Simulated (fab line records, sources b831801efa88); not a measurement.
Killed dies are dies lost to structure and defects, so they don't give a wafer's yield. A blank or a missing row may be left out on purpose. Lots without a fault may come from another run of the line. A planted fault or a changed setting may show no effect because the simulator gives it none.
Split-lot experiment | flow sfq_line | 5 lots, 27 wafers read, on a route of 325 steps

THE SPLIT
At SFQ_TRILAYER_I3_DEP_PECVD_081 (deposits SiO2 from SiH4/N2O, time 111.11 s, target thk 500 nm), the setting time_s was moved away from the recipe's 111.11 s on 6 of the 27 wafers read, by -35.0% to +17.0%. The other wafers ran this setting at the recipe's value.

The reading is taken at the split's own step.

THE READING
SiO2_of_TRILAYER_I3_DEP_PECVD_081.thk_nm (the simulator's own value, which no gauge read), in nm, at SFQ_TRILAYER_I3_DEP_PECVD_081 (deposits SiO2 from SiH4/N2O, time 111.11 s, target thk 500 nm). The file gives no usual value for it. The 21 wafers here that ran the recipe average 497.7 nm, standard deviation 6.2 nm.

wafer  | tool, chamber at the split | time_s as run, s | against the recipe | SiO2_of_TRILAYER_I3_DEP_PECVD_081.thk_nm, nm | against lot-mates on the recipe
L075.1 | pecvd-03, 0                | 111.11           | recipe             | 495.7                                        | -
L075.2 | pecvd-03, 1                | 111.11           | recipe             | 501.9                                        | -
L075.3 | pecvd-03, 2                | 111.11           | recipe             | 489.6                                        | -
L077.1 | pecvd-03, 2                | 111.11           | recipe             | 485.1                                        | -
L077.2 | pecvd-03, 0                | 111.11           | recipe             | 489.8                                        | -
L077.3 | pecvd-03, 1                | 111.11           | recipe             | 495.6                                        | -
L077.4 | pecvd-03, 2                | 111.11           | recipe             | 495.5                                        | -
L077.5 | pecvd-03, 0                | 111.11           | recipe             | 502                                          | -
L077.6 | pecvd-03, 1                | 111.11           | recipe             | 508.8                                        | -
L079.1 | pecvd-02, 2                | 130              | +17.0%             | 586.4                                        | +89.9
L079.2 | pecvd-02, 1                | 111.11           | recipe             | 490.7                                        | -
L079.3 | pecvd-02, 0                | 111.11           | recipe             | 494.8                                        | -
L079.4 | pecvd-02, 2                | 130              | +17.0%             | 587.8                                        | +91.3
L079.5 | pecvd-02, 0                | 130              | +17.0%             | 585.9                                        | +89.4
L079.6 | pecvd-02, 1                | 111.11           | recipe             | 504.1                                        | -
L081.1 | pecvd-02, 0                | 111.11           | recipe             | 498                                          | -
L081.2 | pecvd-02, 2                | 111.11           | recipe             | 502.9                                        | -
L081.3 | pecvd-02, 1                | 111.11           | recipe             | 491.6                                        | -
L081.4 | pecvd-02, 2                | 111.11           | recipe             | 508                                          | -
L081.5 | pecvd-02, 0                | 111.11           | recipe             | 504.2                                        | -
L081.6 | pecvd-02, 1                | 111.11           | recipe             | 501.4                                        | -
L082.1 | pecvd-02, 2                | 111.11           | recipe             | 496.9                                        | -
L082.2 | pecvd-02, 0                | 111.11           | recipe             | 495.7                                        | -
L082.3 | pecvd-02, 1                | 72.19            | -35.0%             | 321.8                                        | -175.9
L082.4 | pecvd-02, 2                | 72.19            | -35.0%             | 335.4                                        | -162.3
L082.5 | pecvd-02, 0                | 72.19            | -35.0%             | 332.9                                        | -164.8
L082.6 | pecvd-02, 1                | 111.11           | recipe             | 500.4                                        | -

THE FIT
A straight line over all 27 wafers: SiO2_of_TRILAYER_I3_DEP_PECVD_081.thk_nm changes by +4.88 nm for each +1% of time_s; r = +1.00; the points scatter about the line by 6.4 nm.
The same after taking each lot's own level away (the mean of its wafers on the recipe; 27 wafers): +4.9 nm for each +1%; r = +1.00; scatter 6.2 nm.
On that fit, the largest move of time_s shifts the reading by 1.7e+02 nm.
The lots' own levels span 495.73 to 501.02 nm, that is 0.9 times the standard deviation above.
So the lot-to-lot level changes the slope little: the two slopes agree.
Check: with one of the wafers moved furthest among these (-35.0%) left out of the fit, the line predicts -168 nm for it against its lot-mates. It came out at -176 nm against them.

OTHER SPLITS ON THESE WAFERS
These wafers also went through other splits before the reading. Each is held against what the fit with the lots' levels taken away leaves over:
other split on the same wafers                  | wafers away from the commonest value | r with SiO2_of_TRILAYER_I3_DEP_PECVD_081.thk_nm (lot level and that fit taken away)
SFQ_TRILAYER_M0_ETCH_METAL_ETCH_024 time_s      | 9                                    | +0.32
SFQ_TRILAYER_M1_BARC_OPEN_METAL_ETCH_054 time_s | 9                                    | +0.00
SFQ_TRILAYER_M2_DEP_SPUTTER_055 time_s          | 9                                    | +0.02
SFQ_TRILAYER_I2_DEP_PECVD_063 time_s            | 9                                    | +0.18

THE WHOLE CHAIN: every reading that the file lists as answering this split, in the file's order
step                          | what it does                                                  | reading                                                                                   | change (the file's fit)              | r (the file's)
SFQ_TRILAYER_I3_DEP_PECVD_081 | deposits SiO2 from SiH4/N2O, time 111.11 s, target thk 500 nm | SiO2_of_TRILAYER_I3_DEP_PECVD_081.thk_nm (the simulator's own value, which no gauge read) | +4.88 nm for each +1% of the setting | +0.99
SFQ_TRILAYER_I3_CMP_CMP_082   | polishes SiO2                                                 | time_to_endpoint_s                                                                        | withheld for each +1% of the setting | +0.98

THE FILE'S OWN FIT
SiO2_of_TRILAYER_I3_DEP_PECVD_081.thk_nm changes by +4.88 nm for each +1% of time_s, r = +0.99.
